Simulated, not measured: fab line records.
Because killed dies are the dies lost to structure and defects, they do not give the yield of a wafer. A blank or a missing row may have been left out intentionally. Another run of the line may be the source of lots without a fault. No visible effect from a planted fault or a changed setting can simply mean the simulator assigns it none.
A lot that was struck, set against a sound lot / flow gf180mcu / 17 out of 602 route steps
Sound: wafers L608.1, L608.3, L608.6. The struck wafers were L620.2, L620.4, L620.6. The cause is named last.
Per side, at each step with rows, come the tool, then ch with its chambers, and then its first start. Under that, the readings that differ: sound wafers / struck wafers / difference of the means / sigmas: that difference in standard deviations of wafers without a fault.
alike: readings whose means differ by less than 2 such deviations, and words and numbers that are the same on both sides. not compared: withheld readings, readings that some wafer has no value for, bounds like >300 that may hide the same value, and numbers for which the record gives no deviation and whose values overlap.
A row with sigmas, a row that says differs or no value, or rows on one side alone: a step with any of these is where the two part. When numbers do not overlap yet have no deviation, they are printed without sigmas and do not part them. A reading that every wafer of one side lacks parts them only if that side has two wafers or more.

first, 4 steps without rows for these wafers: GF_M3_SOFTBAKE_10 (time 60 s); GF_M3_EXPOSE_11 (exposes mask Metal3, target cd 280 nm); GF_M3_PEB_12 (peb time 90 s); GF_M3_DEVELOP_13 (develop time 60 s).
GF_M3_CD_MEAS_14 targets a cd of 280 nm.
  sound: cd_sem-02 at day 23 05:13; struck: cd_sem-01 at day 26 21:41
  alike: cd_nm
GF_M3_OVL_MEAS_15:
  sound: overlay-01 at day 23 05:20; struck: overlay-02 at day 26 21:47
  alike: M3_OVL
GF_M3_METAL_ETCH_16: etches the open film in Cl2/BCl3, stops on SiO2, target depth 627.5 nm, time 104.6 s.
  sound on rie_metal-03 ch 0,1, day 23 05:22; struck on rie_metal-03 ch 0,1, day 26 21:49
  alike: chamber_pressure_mTorr, drypump_motor_current_A, oes_product_au, throttle_valve_pct
  not compared: rf_hours_counter_h
GF_M3_STRIP_17: strips in O2/N2.
  sound on plasma_asher-04 ch 1, day 23 05:29; struck on plasma_asher-04 ch 0, day 26 21:55
  alike: chamber_pressure_mTorr, drypump_motor_current_A, heater_power_w, oes_product_au, strip_time_to_endpoint_s
  not compared: rf_hours_counter_h
then, 3 steps without rows for these wafers: GF_M3_STRIP_18 (strips in post etch residue remover, time 1200 s); GF_M3_CLEAN_19 (cleans in DIW); GF_V3_CVD_00 (deposits SiO2, target thk 600 nm, time 100 s).
GF_V3_THK_MEAS_01:
  sound: film_metro-01 at day 23 06:05; struck: film_metro-02 at day 26 22:32
  alike: V3_CVD_00_THK
GF_V3_CVD_02: deposits SiO2 from TEOS, target thk 850 nm, time 94.851 s.
  sound on pecvd-03 ch 0,1,2, day 23 06:09; struck on pecvd-01 ch 1,2, day 26 22:35
reading=model.SiO2_of_V3_CVD_02.thk_nm (nm); sound=829.3 832.5 843.6; struck=906.2 902.7 907.1; difference=+70.2; sigmas=
  alike: heater_power_w
GF_V3_THK_MEAS_03:
  sound: film_metro-03 at day 23 06:13; struck: film_metro-01 at day 26 22:54
reading=V3_CVD_02_THK (nm); sound=829 833 844; struck=906 903 907; difference=+70; sigmas=+6
  not compared: hold
GF_V3_CMP_04: polishes SiO2.
  sound on cmp-02 ch 0,2, day 23 06:17; struck on cmp-01 ch 0,1,3, day 27 03:27
reading=hold; sound=- - -; struck=await_dispo/4.5h/release await_dispo/4.5h/release await_dispo/4.5h/release; difference=no value on the sound wafers; sigmas=
reading=time_to_endpoint_s (s); sound=75 73 81; struck=102 103 102; difference=+26; sigmas=+5
  alike: head_pressure_psi, motor_current_A
GF_V3_BOW_MEAS_05:
  sound: film_metro-03 at day 23 06:35; struck: film_metro-02 at day 27 03:46
  alike: V3_BOW
GF_PASSIVATION_PROBE_99:
  the record holds rows for the sound wafers here (prober-02, day 30 13:31) but none for the struck ones

## WHERE THEY PART
At GF_V3_THK_MEAS_03 first; at GF_PASSIVATION_PROBE_99 last (within this record only).

WHY: the cause the simulator had injected
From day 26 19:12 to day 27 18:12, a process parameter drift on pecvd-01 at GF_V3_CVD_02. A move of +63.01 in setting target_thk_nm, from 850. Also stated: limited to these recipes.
